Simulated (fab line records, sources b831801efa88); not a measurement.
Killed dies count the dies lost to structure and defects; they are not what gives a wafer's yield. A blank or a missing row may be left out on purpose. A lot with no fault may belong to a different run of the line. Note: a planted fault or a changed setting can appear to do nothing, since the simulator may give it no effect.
Matching of chambers    flow gf180mcu    rie diel-01 running GF_V3_ETCH_16: 4 sister chambers
The step etches BARC in N2/H2. 14 wafers are shown with their chamber, then 6 later ones without.

WAFERS WITH THEIR CHAMBER
wafer   chamber  drypump motor current A (A)  oes product au (a.u.)  bias w (W)
L074.4  1        6.4                          0.860                  103.98
L074.5  0        5.7                          0.850                  103.77
L074.6  1        6.5                          0.847                  103.62
L077.2  0        5.7                          0.856                  104.17
L077.3  1        6.5                          0.856                  103.57
L077.6  1        6.5                          0.859                  103.21
L080.1  2        5.9                          0.855                  103.86
L080.2  3        5.9                          0.845                  103.60
L080.4  0        5.7                          0.854                  103.63
L083.1  3        5.9                          0.855                  103.92
L083.4  1        6.5                          0.855                  103.31
L083.6  3        5.9                          0.845                  103.58
L085.2  2        5.9                          0.848                  103.57
L085.6  2        6.0                          0.846                  103.05

SIGNATURES, as means of the wafers listed above
reading                  chamber 0  chamber 1  chamber 2  chamber 3  scatter within a chamber
drypump motor current A  5.700      6.480      5.933      5.900      0.0383
oes product au           0.85333    0.85540    0.84967    0.84833    0.00485
bias w                   103.8567   103.5380   103.4933   103.7000   0.305
Rule: a wafer lies at a distance from a chamber equal to the root of the sum of squares, over the readings, of (its reading less the chamber's mean, divided by the reading's scatter). The wafer belongs to the nearest chamber; if the next one is less than 2 further off, it can't be placed. The scatter: the root of (the sum of the squares of (reading less its chamber's mean) over the shown wafers, divided by (wafers less chambers)).

WAFERS WITH NO CHAMBER GIVEN
wafer   drypump motor current A (A)  oes product au (a.u.)  bias w (W)
L089.2  5.9                          0.865                  103.88
L089.5  5.9                          0.852                  103.72
L089.6  6.0                          0.849                  104.12
L095.1  6.0                          0.854                  103.56
L095.3  5.9                          0.849                  103.67
L095.4  6.4                          0.859                  103.97

WHICH CHAMBER EACH ONE RAN IN
wafer   from the rows above      in truth
L089.2  can't be placed: 3 or 2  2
L089.5  can't be placed: 3 or 2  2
L089.6  can't be placed: 2 or 3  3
L095.1  can't be placed: 2 or 3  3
L095.3  can't be placed: 3 or 2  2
L095.4  1                        1
Correct placement for 1 of the 6. Can't be placed from these rows: 5 (the true chamber is among the candidates in 5). Wrongly placed: 0.
